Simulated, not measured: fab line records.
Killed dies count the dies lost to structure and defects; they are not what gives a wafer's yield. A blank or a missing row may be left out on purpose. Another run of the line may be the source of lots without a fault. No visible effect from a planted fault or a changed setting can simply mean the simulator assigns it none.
Comparing a struck lot with a sound one | flow gf180mcu | 15 out of 602 route steps
Sound: wafers L929.1, L929.2, L929.6. The struck wafers were L938.1, L938.4, L938.5. Last of all comes the cause.
Each step with rows lists, per side, the tool, then ch with its chambers, then its first start. Under that, the readings that differ: sound wafers | struck wafers | difference of the means | sigmas: that difference in standard deviations of wafers without a fault.
alike: a reading whose means differ by less than 2 such deviations, as well as words and numbers matching on both sides. not compared: withheld readings; readings where some wafer has no value; bounds like >300 that might hide an equal value; numbers whose values overlap and for which the record gives no deviation.
A row with sigmas, a row that says differs or no value, or rows on one side alone: a step with any of these is where the two part. Numbers that have no deviation but don't overlap get no sigmas and don't part them. Lack of a reading on every wafer of one side parts them only where that side has two or more wafers.

GF_V2_CMP_04: polishes SiO2.
  sound on cmp-01 ch 0,2,3, day 20 16:40; struck on cmp-02 ch 0,1,3, day 24 12:34
  alike: motor-current-A, platen-rpm, retaining-ring-pressure-frac, time-to-endpoint-s
GF_V2_BOW_MEAS_05:
  sound on film-metro-04, day 20 16:52; struck on film-metro-01, day 24 12:46
  alike: V2_BOW
then, 8 steps without rows for these wafers: GF_V2_DEHYDRATE_06 (time 60 s); GF_V2_HMDS_07 (prime time 60 s); GF_V2_COAT_08; GF_V2_COAT_09 (resist thk 1000 nm); GF_V2_SOFTBAKE_10 (time 60 s); GF_V2_EXPOSE_11 (exposes mask Via2, target cd 260 nm); GF_V2_PEB_12 (peb time 90 s); GF_V2_DEVELOP_13 (develop time 60 s).
GF_V2_CD_MEAS_14: the cd target is 260 nm.
  sound on cd-sem-02, day 21 16:37; struck on cd-sem-01, day 25 10:08
  reading    | sound             | struck            | difference | sigmas
  cd-nm (nm) | 258.0 258.8 258.8 | 263.3 263.9 262.6 | +4.7       | +3
GF_V2_OVL_MEAS_15:
  sound on overlay-02, day 21 16:44; struck on overlay-01, day 25 10:15
  alike: V2_OVL
GF_V2_ETCH_16: etches BARC in N2/H2.
  sound on rie-diel-01 ch 0,2, day 21 16:47; struck on rie-diel-01 ch 1,3, day 25 10:17
  reading    | sound            | struck         | difference | sigmas
  bias-w (W) | 100.5 100.2 99.3 | 94.4 94.6 94.2 | -5.6       | -17
  alike: drypump-motor-current-A, n2-flow-sccm, oes-product-au, throttle-valve-pct
GF_V2_ETCH_17: etches SiO2 in C4F8/O2/Ar, stops on TiN, target depth 630 nm.
  sound: rie-diel-01 ch 0,2; struck: rie-diel-01 ch 1,3
  alike: bias-w, oes-product-au
GF_PASSIVATION_PROBE_99:
  the record holds rows for the sound wafers here (prober-01, day 30 01:20) but none for the struck ones

== WHERE THEY PART ==
First at GF_V2_CD_MEAS_14; last, within this record, at GF_PASSIVATION_PROBE_99.

WHY: what had been put in by the simulator
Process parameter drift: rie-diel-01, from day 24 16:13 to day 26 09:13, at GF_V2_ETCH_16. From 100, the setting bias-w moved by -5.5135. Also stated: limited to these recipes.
